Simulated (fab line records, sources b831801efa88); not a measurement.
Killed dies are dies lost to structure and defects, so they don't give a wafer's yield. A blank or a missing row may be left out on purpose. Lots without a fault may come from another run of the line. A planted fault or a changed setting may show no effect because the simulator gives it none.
fab line records | flow sky130 | part 2 of 2: steps 30 to 39 of 39
record lots=5 wafers=15 last_day=49
route steps=708 shown SONOS_ONO@185 GATE_OXIDE@187 POLY_GATE@204 RES_PROTECT@206
lots that met no fault: from a run of the same line without faults
start_h: hours from the record's first day to the start of the lot's first wafer shown | wait_h: hours since the lot's step before | " the same as in the row above | L1.1+2: a row that stands for several wafers | - no value, or no start given | * or withheld: withheld | < > ~ a bound
route shown NAME@n: a module of which the file shows steps, and the number in the route of the first | usual: mean/standard deviation of fault-free wafers | same: alike in all rows | chamber/n: place in a boat | sites: the reading at each site | _std_site: their standard deviation | _edge_site: outer sites' mean less inner sites' | radius_mm: how far each site lies from the wafer's centre | mask NAME#n: copy n | behind: the tool/chamber that last shaped the wafer | hold: why the lot was held/for how many hours/how that ended | device: the transistor (n, p or np) that didn't switch | end of line: the same wafers' tests at the end of the route | a step without rows: its recipe alone | killed: dies lost to structure and defects at the first sort, not the wafer's yield | map: a wafer's dies, x killed, . not, _ none there
set.NAME: the setting as run; set.NAME@STEP: as run at that earlier step | model.NAME: the simulator's own value behind a step, which no gauge read
lots at some steps of the route; a table a step, a row a wafer
services: from which hour (start_h, from the record's first day; less than 0 if before it) a tool's chamber was out of use, for how many hours, and why
## steps
# step SKY_RES_PROTECT_STRIP_07
# recipe chemistry=O2/N2 power_w=1400 pressure_mtorr=1500 platen_temp_c=withheld o2_flow_sccm=3000 n2_flow_sccm=300 overash_fraction=0.5
# usual drypump_motor_current_A=5.4/0.32 n2_flow_sccm=300.1/0.85 oes_product_au=0.518/0.0044 strip_time_to_endpoint_s=23.29/0.041
# columns lot.wafer tool chamber start_h wait_h drypump_motor_current_A n2_flow_sccm oes_product_au rf_hours_counter_h strip_time_to_endpoint_s
L082.3 plasma_asher-02 1 416.59 0.1 5.6 300.2 0.517 - 23.28
L082.5 " 1 " " 5.6 299.6 0.518 - 23.32
L082.6 " 0 " " 4.9 299.4 0.516 - 23.29
L083.1 plasma_asher-02 0 421.41 0.1 4.9 300.0 0.522 61 23.41
L083.2 " 1 " " 5.6 299.7 0.518 61 23.37
L083.4 " 1 " " 5.6 300.4 0.514 - 23.34
L084.2 plasma_asher-01 0 431.15 0.1 5.2 299.6 0.524 0 23.34
L084.3 " 1 " " 5.4 300.2 0.522 - 23.32
L084.4 " 0 " " 5.2 299.1 0.525 - 23.27
L086.2 plasma_asher-02 0 450.32 0.1 4.9 298.7 0.518 63 23.29
L086.4 " 1 " " 5.6 299.6 0.525 - 23.30
L086.5 " 0 " " 4.9 298.1 0.519 - 23.26
L089.1 plasma_asher-01 1 491.55 0.1 5.5 301.9 0.518 6 23.21
L089.2 " 0 " " 5.2 300.4 0.521 6 23.25
L089.4 " 1 " " 5.5 301.5 0.519 - 23.19
# step SKY_RES_PROTECT_TW_MEAS_08
# usual POLY_GATE_TW=4074/35
# columns lot.wafer tool chamber start_h wait_h POLY_GATE_TW
L082.3 film_metro-03 - 416.68 0.1 4094
L082.5 " - " " 4101
L082.6 " - " " 4125
L083.1 film_metro-03 - 421.51 0.1 4122
L083.2 " - " " 4128
L083.4 " - " " 4115
L084.2 film_metro-04 - 431.26 0.1 4058
L084.3 " - " " 4082
L084.4 " - " " 4072
L086.2 film_metro-01 - 450.43 0.1 4049
L086.4 " - " " 4042
L086.5 " - " " 4044
L089.1 film_metro-03 - 491.65 0.1 4115
L089.2 " - " " 4116
L089.4 " - " " 4106
# step SKY_RES_PROTECT_CLEAN_09
# recipe chemistry=SC1/SC2 mix=1:4:20 temp_c=70 time_s=150 dry=n2_spin
# columns lot.wafer tool chamber start_h wait_h
L082.3+5+6 wet_bench-03 0 416.72 0.0
L083.1+2+4 wet_bench-02 2 421.57 0.1
L084.2+3+4 wet_bench-02 0 431.31 0.0
L086.2+4+5 wet_bench-02 3 450.48 0.0
L089.1+2+4 wet_bench-04 1 491.71 0.1
# step SKY_POLY_GATE_CVD_03
# recipe material=Si3N4 precursor=DCS/NH3 target_thk_nm=75 temp_c=770 time_s=1290 pressure_mtorr=250
# usual susceptor_temp_C=770.0/0.32 zone_power_bottom_pct=20.8/1.5 zone_power_lower_pct=12.3/0.92
# columns lot.wafer tool chamber start_h wait_h susceptor_temp_C zone_power_bottom_pct zone_power_lower_pct
L082.3 lpcvd-02 1 417.92 1.2 769.9 22.1 13.0
L082.5 " 1 " " 769.7 22.2 13.1
L082.6 " 1 " " 769.9 22.4 13.4
L083.1 lpcvd-02 0 421.75 0.1 769.9 18.9 11.2
L083.2 " 0 " " 769.8 19.2 11.3
L083.4 " 0 " " 769.8 19.5 11.2
L084.2 lpcvd-02 1 431.36 0.0 769.5 22.4 13.0
L084.3 " 1 " " 769.6 21.9 13.2
L084.4 " 1 " " 769.7 22.4 13.2
L086.2 lpcvd-02 1 450.53 0.0 769.6 22.1 13.1
L086.4 " 1 " " 770.1 22.3 13.0
L086.5 " 1 " " 769.9 22.2 13.2
L089.1 lpcvd-02 0 492.35 0.6 770.2 19.3 11.2
L089.2 " 0 " " 769.6 19.1 11.4
L089.4 " 0 " " 769.8 19.0 11.1
# step SKY_POLY_GATE_THK_MEAS_04
# recipe reads=Si3N4_of_POLY_GATE_CVD_03
# usual POLY_GATE_CVD_03_THK=75.1/0.63
# columns lot.wafer tool chamber start_h wait_h POLY_GATE_CVD_03_THK[nm]
L082.3 film_metro-01 - 419.98 0.0 74.3
L082.5 " - " " 74.6
L082.6 " - " " 74.1
L083.1 film_metro-01 - 423.11 0.0 75.2
L083.2 " - " " 75.3
L083.4 " - " " 74.9
L084.2 film_metro-02 - 432.73 0.0 75.1
L084.3 " - " " 74.4
L084.4 " - " " 74.7
L086.2 film_metro-01 - 451.90 0.0 73.7
L086.4 " - " " 73.2
L086.5 " - " " 74.2
L089.1 film_metro-03 - 493.71 0.0 75.5
L089.2 " - " " 75.4
L089.4 " - " " 75.6
# step SKY_POLY_GATE_DEHYDRATE_05
# recipe temp_c=200 time_s=60
# usual heater_power_total_W=160.38/0.13
# columns lot.wafer tool chamber start_h wait_h heater_power_total_W
L082.3 litho_track-04 0 434.31 14.3 160.35
L082.5 " 0 " " 160.47
L082.6 " 0 " " 160.58
L083.1 litho_track-04 0 437.46 14.3 160.53
L083.2 " 0 " " 160.21
L083.4 " 0 " " 160.21
L084.2 litho_track-04 0 447.78 15.0 160.39
L084.3 " 0 " " 160.32
L084.4 " 0 " " 160.39
L086.2 litho_track-01 0 467.13 15.2 160.45
L086.4 " 0 " " 160.49
L086.5 " 0 " " 160.19
L089.1 litho_track-01 0 508.01 14.3 160.37
L089.2 " 0 " " 160.21
L089.4 " 0 " " 160.54
# step SKY_POLY_GATE_HMDS_06
# recipe prime_time_s=60 prime_temp_c=120
# columns lot.wafer tool chamber start_h wait_h
L082.3+5+6 litho_track-04 0 434.46 0.1
L083.1+2+4 litho_track-04 0 437.61 0.1
L084.2+3+4 litho_track-04 0 447.93 0.1
L086.2+4+5 litho_track-01 0 467.28 0.1
L089.1+2+4 litho_track-01 0 508.16 0.1
# step SKY_POLY_GATE_COAT_07
# recipe resist=BARC temp_c=withheld time_s=withheld spin_rpm=3000 resist_thk_nm=110
# columns lot.wafer tool chamber start_h wait_h
L082.3+5+6 litho_track-04 0 434.61 0.1
L083.1+2+4 litho_track-04 0 437.76 0.1
L084.2+3+4 litho_track-04 0 448.08 0.1
L086.2+4+5 litho_track-01 0 467.43 0.1
L089.1+2+4 litho_track-01 0 508.31 0.1
# step SKY_POLY_GATE_COAT_08
# recipe resist=KrF-thick spin_rpm=3000 resist_thk_nm=450
# columns lot.wafer tool chamber start_h wait_h
L082.3+5+6 litho_track-04 0 - -
L083.1+2+4 litho_track-04 0 - -
L084.2+3+4 litho_track-04 0 - -
L086.2+4+5 litho_track-01 0 - -
L089.1+2+4 litho_track-01 0 - -
# step SKY_POLY_GATE_SOFTBAKE_09
# recipe temp_c=100 time_s=90 resist=KrF-thick
# usual heater_power_total_W=57.35/0.12
# columns lot.wafer tool chamber start_h wait_h heater_power_total_W
L082.3 litho_track-04 0 - - 57.25
L082.5 " 0 " " 57.45
L082.6 " 0 " " 57.57
L083.1 litho_track-04 0 - - 57.34
L083.2 " 0 " " 57.24
L083.4 " 0 " " 57.60
L084.2 litho_track-04 0 - - 57.39
L084.3 " 0 " " 57.48
L084.4 " 0 " " 57.20
L086.2 litho_track-01 0 - - 57.40
L086.4 " 0 " " 57.26
L086.5 " 0 " " 57.52
L089.1 litho_track-01 0 - - 57.40
L089.2 " 0 " " 57.23
L089.4 " 0 " " 57.41
## services
# columns tool chamber start_h hours kind
plasma_asher-04 - 337.48 2.8 pm
iline_stepper-01 0 354.27 - calibration
implanter-03 - 359.60 2.6 repair
plasma_asher-01 - 362.56 11.4 repair
plasma_asher-01 - 368.78 1.1 repair
lpcvd-02 - 371.48 14.6 pm
wet_bench-01 - 395.96 5.0 repair
iline_stepper-02 - 399.49 7.7 repair
implanter-02 - 408.44 1.4 repair
furnace-02 - 408.94 3.8 pm
plasma_asher-01 - 421.25 9.0 pm
plasma_asher-01 0 421.25 9.0 vent_cycle
plasma_asher-01 1 421.25 9.0 vent_cycle
plasma_asher-02 - 428.36 10.3 repair
plasma_asher-01 0 430.25 - clean
implanter-03 - 430.63 1.1 repair
iline_stepper-02 - 457.18 1.7 pm
implanter-03 - 463.14 6.4 pm
wet_bench-03 - 466.34 4.4 pm
wet_bench-02 - 469.57 2.1 repair
furnace-02 - 487.74 3.7 pm
implanter-03 - 488.95 31.2 pm
furnace-01 - 495.28 4.3 pm
iline_stepper-02 0 502.79 - calibration
